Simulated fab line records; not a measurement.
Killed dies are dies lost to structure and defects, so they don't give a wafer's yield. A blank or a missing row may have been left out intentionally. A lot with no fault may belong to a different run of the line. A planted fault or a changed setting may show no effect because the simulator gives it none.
Shared-tool check	flow gf180mcu	Lots sampled 13, wafers sampled 39

== THE REASON FOR OPENING IT ==
GF_HV_LDD_TW_MEAS_50, reading HV_LDD_4_TW: flagged on 1 of 13 lots. Fault-free wafers read 568, with a standard deviation of 5.7.
Rule: a lot is flagged in two cases, either no wafer of it has a number, or all its wafers with numbers fall more than 4 standard deviations from that mean. As for the other lots, they are considered sound.

lot	measured	on	HV_LDD_4_TW, wafer by wafer	flag
L798	day 12 10:00	filmMetro-01	566 570 567	
L799	day 12 16:55	filmMetro-01	572 572 571	
L801	day 13 04:44	filmMetro-01	567 566 570	
L806	day 14 20:31	filmMetro-02	566 565 567	
L807	day 15 04:38	filmMetro-03	29 29 30	FLAGGED
L811	day 16 09:52	filmMetro-01	573 575 575	
L813	day 17 16:07	filmMetro-02	569 568 568	
L814	day 17 18:44	filmMetro-02	565 565 569	
L816	day 18 18:58	filmMetro-01	579 578 581	
L817	day 19 06:58	filmMetro-01	577 576 574	
L819	day 19 09:13	filmMetro-03	562 560 562	
L818	day 19 09:34	filmMetro-02	565 566 567	
L821	day 20 06:59	filmMetro-01	576 573 573	
The mean of the flagged lots' numbers is 29, -539 from the usual (-95 standard deviations).

== WHICH TOOL EACH LOT WENT THROUGH ==
The record holds 2 process steps before the reading, out of a route of 602 steps. Every cell lists first the tool, next ch and the chambers used by the sampled wafers, and last the start.
lot	flag	GF_HV_LDD_STRIP_22	GF_HV_LDD_EXPOSE_43
L798		plasmaAsher-03 ch 0,1, day 10 20:28	ilineStepper-01 ch 0, day 12 00:17
L799		plasmaAsher-01 ch 0, day 11 02:46	ilineStepper-02 ch 0, day 12 07:10
L801		plasmaAsher-02 ch 0,1, day 11 13:50	ilineStepper-02 ch 0, day 12 19:24
L806		plasmaAsher-03 ch 0,1, day 13 02:44	ilineStepper-02 ch 0, day 14 09:52
L807	FLAGGED	plasmaAsher-01 ch 0,1, day 13 09:37	ilineStepper-02 ch 0, day 14 17:34
L811		plasmaAsher-01 ch 0,1, day 14 14:10	ilineStepper-01 ch 0, day 15 22:25
L813		plasmaAsher-02 ch 0,1, day 15 17:17	ilineStepper-01 ch 0, day 17 04:38
L814		plasmaAsher-02 ch 0,1, day 15 19:34	ilineStepper-01 ch 0, day 17 06:45
L816		plasmaAsher-01 ch 0,1, day 16 14:07	ilineStepper-02 ch 0, day 18 06:07
L817		plasmaAsher-03 ch 0,1, day 17 07:08	ilineStepper-02 ch 0, day 18 18:46
L819		plasmaAsher-02 ch 0,1, day 17 09:40	ilineStepper-02 ch 0, day 18 20:49
L818		plasmaAsher-02 ch 0,1, day 17 10:28	ilineStepper-01 ch 0, day 18 21:31
L821		plasmaAsher-01 ch 0,1, day 18 05:47	ilineStepper-02 ch 0, day 19 19:53
What the steps here do:
- GF_HV_LDD_STRIP_22: strips in O2/N2.
- GF_HV_LDD_EXPOSE_43: exposes mask Pplus HV AREA, target cd 400 nm.
- GF_HV_LDD_TW_MEAS_50

== FLAGGED OVER TOTAL, TOOL BY TOOL (the gauges that took the reading come last) ==
step	tool	lots run	flagged	share of the flagged lots	sound lots run after its first flagged lot
GF_HV_LDD_STRIP_22	plasmaAsher-01	5	1	all	3 (L811,L816,L821)
GF_HV_LDD_STRIP_22	plasmaAsher-02	5	0	none	-
GF_HV_LDD_STRIP_22	plasmaAsher-03	3	0	none	-
GF_HV_LDD_EXPOSE_43	ilineStepper-01	5	0	none	-
GF_HV_LDD_EXPOSE_43	ilineStepper-02	8	1	all	4 (L816,L817,L819,L821)
GF_HV_LDD_TW_MEAS_50	filmMetro-01	7	0	none	-
GF_HV_LDD_TW_MEAS_50	filmMetro-02	4	0	none	-
GF_HV_LDD_TW_MEAS_50	filmMetro-03	2	1	all	1 (L819)

== WHAT THE TABLE PERMITS ==
3 rows of the table ran every flagged lot: plasmaAsher-01 at GF_HV_LDD_STRIP_22, ilineStepper-02 at GF_HV_LDD_EXPOSE_43, filmMetro-03 at GF_HV_LDD_TW_MEAS_50.
- plasmaAsher-01 at GF_HV_LDD_STRIP_22: 1 of its 5 lots flagged. Lots that were sound ran on it after the first flagged one (L811, L816, L821); a persistent fault on the entire tool would not allow that.
- ilineStepper-02 at GF_HV_LDD_EXPOSE_43: 1 of its 8 lots flagged. Lots that were sound ran on it after the first flagged one (L816, L817, L819, L821); a persistent fault on the entire tool would not allow that.
- filmMetro-03 at GF_HV_LDD_TW_MEAS_50: 1 of its 2 lots flagged. Lots that were sound ran on it after the first flagged one (L819); a persistent fault on the entire tool would not allow that.
None of the table's rows ran every flagged lot and, after the first, no sound lot.

== WHAT HAD BEEN PUT IN BY THE SIMULATOR ==
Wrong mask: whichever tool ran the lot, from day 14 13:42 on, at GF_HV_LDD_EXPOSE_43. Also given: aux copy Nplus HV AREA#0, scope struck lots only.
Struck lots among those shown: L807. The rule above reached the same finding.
